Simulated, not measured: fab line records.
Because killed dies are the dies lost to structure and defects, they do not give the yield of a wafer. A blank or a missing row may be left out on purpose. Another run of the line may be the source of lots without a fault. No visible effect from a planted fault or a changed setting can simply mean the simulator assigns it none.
Comparing a struck lot with a sound one || flow sky130 || 14 out of 708 route steps
Sound: the wafers L539.3, L539.4, L539.6. Struck: wafers L553.3, L553.5, L553.6. Last of all comes the cause.
Per side, at each step with rows, come the tool, then ch with its chambers, and then its first start. Under that, the readings that differ: sound wafers || struck wafers || difference of the means || sigmas: that difference in standard deviations of wafers without a fault.
alike: same words and numbers on both sides, and readings whose means sit less than 2 such deviations apart. not compared: any withheld reading, any reading some wafer has no value for, any bound like >300 that may hide the same value, and any number with overlapping values for which the record gives no deviation.
The two part at a step that has a row with sigmas, a row that says differs or no value, or rows on one side only. Non-overlapping numbers with no deviation appear without sigmas and do not part them. Lack of a reading on every wafer of one side parts them only where that side has two or more wafers.

first, 3 steps without rows for these wafers: SKY_LDD_P_EXPOSE_04 (exposes mask PSDM, target cd 380 nm); SKY_LDD_P_PEB_05; SKY_LDD_P_DEVELOP_06 (develop time 59.08 s).
SKY_LDD_P_CD_MEAS_07: target cd 380 nm.
  sound: cd sem-02 at day 22 14:24; struck: cd sem-02 at day 28 07:24
  alike: cd nm
SKY_LDD_P_OVL_MEAS_08:
  sound: overlay-02 at day 22 14:29; struck: overlay-02 at day 28 07:29
  alike: LDD_P_OVL
then, 1 step without rows for these wafers: SKY_LDD_P_IMPLANT_09.
SKY_LDD_P_STRIP_10: strips in O2/N2.
  sound on plasma asher-01 ch 0,1, day 22 14:42; struck on plasma asher-02 ch 0,1, day 28 07:42
  alike: drypump motor current A, oes product au, strip time to endpoint s
  not compared: rf hours counter h
SKY_LDD_P_TW_MEAS_11:
  sound: film metro-04 at day 22 14:47; struck: film metro-01 at day 28 07:47
  alike: LDD_P_TW
then, 4 steps without rows for these wafers: SKY_LDD_HVN_DEHYDRATE_00 (time 60 s); SKY_LDD_HVN_HMDS_01 (prime time 60 s); SKY_LDD_HVN_COAT_02 (resist thk 300 nm); SKY_LDD_HVN_SOFTBAKE_03 (time 60 s).
SKY_LDD_HVN_EXPOSE_04: exposes mask HVNTM, target cd 700 nm.
  sound on iline stepper-01 ch 0, day 23 05:40; struck on iline stepper-01, day 28 21:39
  no value came back on the struck wafers for exposure dose mJ cm2, focus offset nm (nm), reticle temp C (C); on the sound wafers exposure dose mJ cm2 reads 126.95 127.02 127.03
  alike: mask
then, 1 step without rows for these wafers: SKY_LDD_HVN_PEB_05.

WHERE THEY PART
At SKY_LDD_HVN_EXPOSE_04 and nowhere else, as far as this record goes.

WHY: whatever the simulator had introduced
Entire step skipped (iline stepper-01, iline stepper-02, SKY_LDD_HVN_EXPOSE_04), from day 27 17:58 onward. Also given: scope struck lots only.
